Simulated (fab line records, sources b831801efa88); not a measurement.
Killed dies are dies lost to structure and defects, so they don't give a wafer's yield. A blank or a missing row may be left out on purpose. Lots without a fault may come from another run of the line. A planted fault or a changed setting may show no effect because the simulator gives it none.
Which tool did it? | flow sky130 | 11 lots, 33 wafers sampled, at 5 steps of a route of 708

WHAT THE GAUGES READ, wafer by wafer
SKY_GATE_OXIDE_THK_MEAS_02.
lot  | measured     | on            | GATE_OXIDE_OXIDATION_00_THK (nm)
L210 | day 12 19:47 | film_metro-03 | 10.06 10.11 10.20
L211 | day 13 03:59 | film_metro-02 | 9.97 10.20 10.36
L212 | day 13 12:55 | film_metro-01 | 10.28 10.07 10.31
L214 | day 13 18:21 | film_metro-01 | 10.15 10.36 10.24
L215 | day 14 10:21 | film_metro-03 | 10.22 10.14 10.18
L216 | day 14 16:26 | film_metro-01 | 10.26 10.11 10.16
L224 | day 17 19:41 | film_metro-01 | 9.05 8.96 9.01 8.99 8.99 9.03
L225 | day 18 03:45 | film_metro-03 | 8.71 8.83 8.73 8.75 8.81 8.69
L227 | day 18 12:00 | film_metro-01 | 10.43 10.39 10.33
L229 | day 19 11:46 | film_metro-01 | 10.26 10.15 10.12
L233 | day 20 13:44 | film_metro-03 | 10.28 10.31 10.33

SKY_METAL2_OVL_MEAS_16.
lot  | measured     | on         | METAL2_OVL (nm)
L210 | day 34 22:33 | overlay-01 | -9 -9 -17
L211 | day 35 08:03 | overlay-01 | -5 -6 -10
L212 | day 35 15:19 | overlay-02 | 3 5 1
L214 | day 36 00:15 | overlay-01 | -6 -7 5
L215 | day 36 12:37 | overlay-01 | 3 4 -2
L216 | day 37 01:23 | overlay-02 | -14 2 -7
L224 | day 39 14:40 | overlay-02 | -8 -6 -16
L225 | day 39 23:03 | overlay-01 | -6 -3 -16
L227 | day 40 05:58 | overlay-01 | -15 -2 -9
L229 | day 41 03:02 | overlay-02 | 0 -4 -6
L233 | day 41 18:09 | overlay-02 | 3 -8 -1

SKY_VIA2_CD_MEAS_12: target cd 200 nm.
lot  | measured     | on        | cd_nm (nm)
L210 | day 36 02:17 | cd_sem-02 | 197.8 198.5 197.4
L211 | day 36 11:17 | cd_sem-01 | 200.4 200.2 199.3
L212 | day 36 18:40 | cd_sem-02 | 199.5 199.9 199.9
L214 | day 37 03:31 | cd_sem-02 | 200.4 202.5 200.8
L215 | day 37 15:58 | cd_sem-02 | 201.1 200.0 200.5
L216 | day 38 03:15 | cd_sem-02 | 200.6 199.2 200.1
L224 | day 40 15:56 | cd_sem-01 | 199.0 200.1 200.4
L225 | day 41 00:04 | cd_sem-02 | 200.1 199.9 200.3
L227 | day 41 07:13 | cd_sem-01 | 203.3 204.7 203.2
L229 | day 42 04:28 | cd_sem-02 | 201.9 201.0 200.9
L233 | day 42 19:12 | cd_sem-01 | 200.0 200.0 201.6

WHICH TOOL RAN EACH LOT (tool, then ch and the chambers of the sampled wafers, then the start)
lot  | SKY_GATE_OXIDE_OXIDATION_01   | SKY_LDD_HVP_STRIP_09
L210 | furnace-01 ch 0, day 12 18:23 | plasma_asher-01 ch 0,1, day 21 12:07
L211 | furnace-02 ch 0, day 13 02:33 | plasma_asher-04 ch 0,1, day 22 00:03
L212 | furnace-02 ch 0, day 13 11:30 | plasma_asher-01 ch 0,1, day 22 06:44
L214 | furnace-02 ch 0, day 13 16:56 | plasma_asher-02 ch 0,1, day 22 15:52
L215 | furnace-01 ch 0, day 14 08:56 | plasma_asher-04 ch 0,1, day 23 08:31
L216 | furnace-01 ch 0, day 14 15:02 | plasma_asher-04 ch 0,1, day 23 20:37
L224 | furnace-02 ch 0, day 17 18:16 | plasma_asher-02 ch 0,1, day 26 20:30
L225 | furnace-02 ch 0, day 18 02:19 | plasma_asher-02 ch 0,1, day 27 08:11
L227 | furnace-01 ch 0, day 18 10:35 | plasma_asher-01 ch 1, day 27 14:04
L229 | furnace-01 ch 0, day 19 10:21 | plasma_asher-02 ch 0,1, day 28 13:37
L233 | furnace-02 ch 0, day 20 12:19 | plasma_asher-02 ch 0,1, day 29 10:04
- SKY_GATE_OXIDE_OXIDATION_01: stabilise 600 s, purge 300 s, target thk 10.268 nm.
- SKY_LDD_HVP_STRIP_09: strips in O2/N2.

WHAT THE TOOLS THEMSELVES READ (means of the sampled wafers that have a number; where no wafer has one, the mark that the record gives instead)
SKY_GATE_OXIDE_OXIDATION_01.
lot  | tool       | spike_tc_bottom_C (C) | spike_tc_centre_C (C) | spike_tc_lower_C (C) | spike_tc_top_C (C) | spike_tc_upper_C (C) | tube_center_temp_C (C) | tube_center_temp_C_max | zone_power_centre_pct (%)
L210 | furnace-01 | 918.6                 | 900.0                 | 903.2                | 911.1              | 898.8                | 900                    | 902.3                  | 17.92
L211 | furnace-02 | 919.9                 | 900.8                 | 899.1                | 910.4              | 901.1                | 900                    | 902.1                  | 18.02
L212 | furnace-02 | 920.3                 | 899.8                 | 899.4                | 910.6              | 899.5                | 900                    | 902.2                  | 18.00
L214 | furnace-02 | 919.0                 | 900.0                 | 900.0                | 909.9              | 901.3                | 900                    | 902.2                  | 18.16
L215 | furnace-01 | 919.4                 | 899.9                 | 903.0                | 911.2              | 899.6                | 900                    | 902.1                  | 17.99
L216 | furnace-01 | 918.9                 | 900.1                 | 903.2                | 912.1              | 899.6                | 900                    | 902.4                  | 18.13
L224 | furnace-02 | 906.1                 | 886.2                 | 886.1                | 897.6              | 886.4                | 886                    | 888.5                  | 17.50
L225 | furnace-02 | 905.8                 | 886.6                 | 885.6                | 896.5              | 886.3                | 886                    | 888.8                  | 17.58
L227 | furnace-01 | 918.1                 | 899.2                 | 902.9                | 911.2              | 899.1                | 900                    | 902.6                  | 18.02
L229 | furnace-01 | 918.4                 | 899.8                 | 902.4                | 910.6              | 899.2                | 900                    | 902.6                  | 18.18
L233 | furnace-02 | 920.1                 | 900.6                 | 900.3                | 909.8              | 900.5                | 900                    | 902.3                  | 18.16

SKY_LDD_HVP_STRIP_09.
lot  | tool            | drypump_motor_current_A (A) | oes_product_au (a.u.) | strip_time_to_endpoint_s (s)
L210 | plasma_asher-01 | 5.4                         | 0.410                 | 4.144
L211 | plasma_asher-04 | 5.7                         | 0.412                 | 4.139
L212 | plasma_asher-01 | 5.4                         | 0.408                 | 4.149
L214 | plasma_asher-02 | 5.9                         | 0.414                 | 4.150
L215 | plasma_asher-04 | 5.8                         | 0.411                 | 4.145
L216 | plasma_asher-04 | 5.7                         | 0.407                 | 4.143
L224 | plasma_asher-02 | 5.9                         | 0.408                 | 4.122
L225 | plasma_asher-02 | 5.4                         | 0.404                 | 4.143
L227 | plasma_asher-01 | 5.8                         | 0.406                 | 4.117
L229 | plasma_asher-02 | 5.9                         | 0.410                 | 4.144
L233 | plasma_asher-02 | 5.4                         | 0.407                 | 4.129

THE ANSWER, worked out from the rows above alone
Rule: what is usual is taken from the lots themselves. Put in order of their means at a reading, lots are off if they are a third of the lots or fewer, leave a main group of 4 or more, and stand apart from it by a gap of 3 or more times the standard deviation of the main group's means; of several such gaps the widest counts. A main group whose means are all the same, to the digits that the tables above print for the reading, isn't used. A lot without any number at a reading at which 4 lots or more have one is off too. The other lots that the step has rows for count as sound. The gauges are gone through in route order, then the tools' own readings, and for those a lot's mean is taken as printed above. The first step at which some lot is off is used, and at that step the reading that is off furthest; a lot without a number counts as furthest.
Off: L224, L225, at SKY_GATE_OXIDE_THK_MEAS_02 (GATE_OXIDE_OXIDATION_00_THK). The main group: mean 10.22 nm, standard deviation 0.076.
A tool fits if, at a process step before that reading, it ran every lot that is off, and no sound lot after the first of them. The gauges at SKY_GATE_OXIDE_THK_MEAS_02 aren't tried: what is off there is off at SKY_GATE_OXIDE_OXIDATION_01 too, on other tools, and a gauge's error can't cause that. None of those tried fits.

WHAT THE SIMULATOR HAD PUT IN
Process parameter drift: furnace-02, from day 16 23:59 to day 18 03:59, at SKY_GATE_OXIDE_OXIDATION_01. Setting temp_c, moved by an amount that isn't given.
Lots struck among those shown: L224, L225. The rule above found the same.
